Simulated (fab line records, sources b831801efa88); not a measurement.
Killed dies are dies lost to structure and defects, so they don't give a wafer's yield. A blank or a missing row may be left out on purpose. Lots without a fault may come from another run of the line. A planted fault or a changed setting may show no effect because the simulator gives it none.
Which tool did it? | flow sky130 | 13 lots, 39 wafers sampled, at 5 steps of a route of 708

WHAT THE GAUGES READ, wafer by wafer
SKY_VT_ADJUST_NCORE_CD_MEAS_07: target cd 380 nm. Usual: cd_nm 380 nm, standard deviation 3.5.
lot  | measured     | on        | cd_nm (nm)  | flag
L387 | day 8 09:45  | cd_sem-02 | 380 380 382 |
L388 | day 8 14:29  | cd_sem-01 | 377 376 378 |
L389 | day 8 18:33  | cd_sem-01 | 379 380 377 |
L391 | day 9 11:54  | cd_sem-01 | 380 381 382 |
L392 | day 9 21:25  | cd_sem-02 | 380 381 381 |
L394 | day 10 04:23 | cd_sem-01 | 381 381 379 |
L396 | day 10 22:46 | cd_sem-02 | 378 377 377 |
L398 | day 11 12:01 | cd_sem-01 | 381 379 377 |
L401 | day 13 22:14 | cd_sem-02 | 383 380 382 |
L405 | day 14 04:42 | cd_sem-01 | 375 375 375 |
L406 | day 14 08:06 | cd_sem-01 | 387 392 390 |
L409 | day 15 03:38 | cd_sem-02 | 380 380 381 |
L410 | day 15 10:33 | cd_sem-01 | 380 379 381 |

SKY_POLY_GATE_OVL_MEAS_14. Usual: POLY_GATE_OVL -3 nm, standard deviation 5.5.
lot  | measured     | on         | POLY_GATE_OVL (nm) | flag
L387 | day 16 04:34 | overlay-01 | 10 1 6             |
L388 | day 16 07:16 | overlay-01 | -7 -6 -4           |
L389 | day 16 07:59 | overlay-01 | 2 1 1              |
L391 | day 17 09:47 | overlay-02 | -1 3 1             |
L392 | day 17 22:13 | overlay-02 | 10 14 10           |
L394 | day 18 08:33 | overlay-01 | 1 -3 -3            |
L396 | day 19 11:38 | overlay-01 | -11 -13 -10        |
L398 | day 20 07:29 | overlay-02 | -11 -3 -13         |
L401 | day 23 03:34 | overlay-02 | -9 -9 -12          |
L405 | day 23 13:10 | overlay-01 | -3 -7 -3           |
L406 | day 23 14:28 | overlay-02 | 6 -1 -6            |
L409 | day 24 12:52 | overlay-01 | -6 -4 -4           |
L410 | day 24 19:43 | overlay-01 | 1 4 3              |

SKY_POLY_GATE_THK_MEAS_21. Usual: POLY_GATE_OXIDATION_THK 4.01 nm, standard deviation 0.094.
lot  | measured     | on            | POLY_GATE_OXIDATION_THK (nm) | flag
L387 | day 16 09:53 | film_metro-03 | 4.10 4.01 4.08               |
L388 | day 16 09:55 | film_metro-04 | 4.00 4.11 4.09               |
L389 | day 16 09:55 | film_metro-01 | 3.97 4.04 4.03               |
L391 | day 17 13:24 | film_metro-01 | 3.99 3.92 3.98               |
L392 | day 18 00:38 | film_metro-04 | 3.84 3.85 3.88               |
L394 | day 18 12:22 | film_metro-01 | 6.47 6.67 6.63               | OFF
L396 | day 19 14:09 | film_metro-04 | 4.04 4.04 4.00               |
L398 | day 20 17:40 | film_metro-04 | 6.51 6.42 6.49               | OFF
L401 | day 23 06:47 | film_metro-01 | 6.51 6.62 6.60               | OFF
L405 | day 23 14:50 | film_metro-03 | 4.03 4.02 4.05               |
L406 | day 23 16:09 | film_metro-04 | 3.98 3.96 3.96               |
L409 | day 24 14:32 | film_metro-03 | 4.09 4.07 4.11               |
L410 | day 24 21:25 | film_metro-01 | 4.02 4.04 4.02               |

SKY_LDD_N_TW_MEAS_17. Usual: LDD_N_TW 2592, standard deviation 38.
lot  | measured     | on            | LDD_N_TW       | flag
L387 | day 17 16:04 | film_metro-04 | 2645 2638 2658 |
L388 | day 17 16:15 | film_metro-02 | 2584 2587 2580 |
L389 | day 17 16:34 | film_metro-03 | 2554 2568 2566 |
L391 | day 18 20:57 | film_metro-02 | 2582 2590 2565 |
L392 | day 19 09:03 | film_metro-02 | 2581 2577 2596 |
L394 | day 19 18:05 | film_metro-02 | 2577 2565 2576 |
L396 | day 20 21:56 | film_metro-03 | 2566 2576 2576 |
L398 | day 21 22:32 | film_metro-03 | 2562 2555 2556 |
L401 | day 24 12:31 | film_metro-03 | 2567 2556 2564 |
L405 | day 24 21:41 | film_metro-03 | 2538 2566 2557 |
L406 | day 24 23:01 | film_metro-02 | 2606 2599 2586 |
L409 | day 25 21:01 | film_metro-04 | 2645 2647 2653 |
L410 | day 26 04:09 | film_metro-03 | 2544 2550 2544 |

WHICH TOOL RAN EACH LOT (tool, then ch and the chambers of the sampled wafers, then the start)
lot  | SKY_POLY_GATE_OXIDATION_20
L387 | furnace-02 ch 0, day 16 08:38
L388 | furnace-02 ch 0, day 16 08:38
L389 | furnace-02 ch 0, day 16 08:38
L391 | furnace-01 ch 0, day 17 12:07
L392 | furnace-01 ch 0, day 17 23:23
L394 | furnace-02 ch 0, day 18 08:59 and furnace-01 ch 0, day 18 11:07
L396 | furnace-02 ch 0, day 19 12:53
L398 | furnace-01 ch 0, day 20 13:32
L401 | furnace-01 ch 0, day 23 03:59 and furnace-02 ch 0, day 23 05:32
L405 | furnace-01 ch 0, day 23 13:35
L406 | furnace-01 ch 0, day 23 14:54
L409 | furnace-01 ch 0, day 24 13:17
L410 | furnace-02 ch 0, day 24 20:08
- SKY_POLY_GATE_OXIDATION_20: stabilise 600 s, purge 300 s, target thk 4 nm.

WHAT THE TOOLS THEMSELVES READ (means of the sampled wafers that have a number; where no wafer has one, the mark that the record gives instead)
SKY_POLY_GATE_OXIDATION_20. Usual: spike_tc_centre_C 850.5 C, standard deviation 1.3; tube_center_temp_C_max 852.2, standard deviation 0.32; zone_power_centre_pct 16.8 %, standard deviation 2.3.
lot  | tool                  | spike_tc_centre_C (C) | tube_center_temp_C_max | zone_power_centre_pct (%) | flag
L387 | furnace-02            | 850.7                 | 852.1                  | 14.4                      |
L388 | furnace-02            | 851.3                 | 852.0                  | 14.5                      |
L389 | furnace-02            | 851.7                 | 852.4                  | 14.5                      |
L391 | furnace-01            | 849.1                 | 852.3                  | 19.1                      |
L392 | furnace-01            | 848.5                 | 852.0                  | 18.9                      |
L394 | furnace-02/furnace-01 | 850.5                 | 852.2                  | 16.8                      |
L396 | furnace-02            | 851.0                 | 852.3                  | 14.5                      |
L398 | furnace-01            | 849.3                 | 852.0                  | 19.0                      |
L401 | furnace-01/furnace-02 | 850.9                 | 852.0                  | 16.7                      |
L405 | furnace-01            | 849.3                 | 852.3                  | 18.8                      |
L406 | furnace-01            | 849.8                 | 852.1                  | 19.0                      |
L409 | furnace-01            | 850.3                 | 852.3                  | 19.2                      |
L410 | furnace-02            | 850.6                 | 852.1                  | 14.6                      |

THE ANSWER, worked out from the rows above alone
Rule: a lot is off if the mean of its wafers that have a number lies more than 3 standard deviations from the usual mean. A lot without any number at a reading at which 4 lots or more have one is off too. The other lots that the step has rows for count as sound. The gauges are gone through in route order, then the tools' own readings, and for those a lot's mean is taken as printed above. The first step at which some lot is off is used, and at that step the reading that is off furthest; a lot without a number counts as furthest.
Off: L394, L398, L401, at SKY_POLY_GATE_THK_MEAS_21 (POLY_GATE_OXIDATION_THK).
A tool fits if, at a process step before that reading, it ran every lot that is off, and no sound lot after the first of them. The gauges at SKY_POLY_GATE_THK_MEAS_21 are tried like those tools. None of those tried fits.

WHAT THE SIMULATOR HAD PUT IN
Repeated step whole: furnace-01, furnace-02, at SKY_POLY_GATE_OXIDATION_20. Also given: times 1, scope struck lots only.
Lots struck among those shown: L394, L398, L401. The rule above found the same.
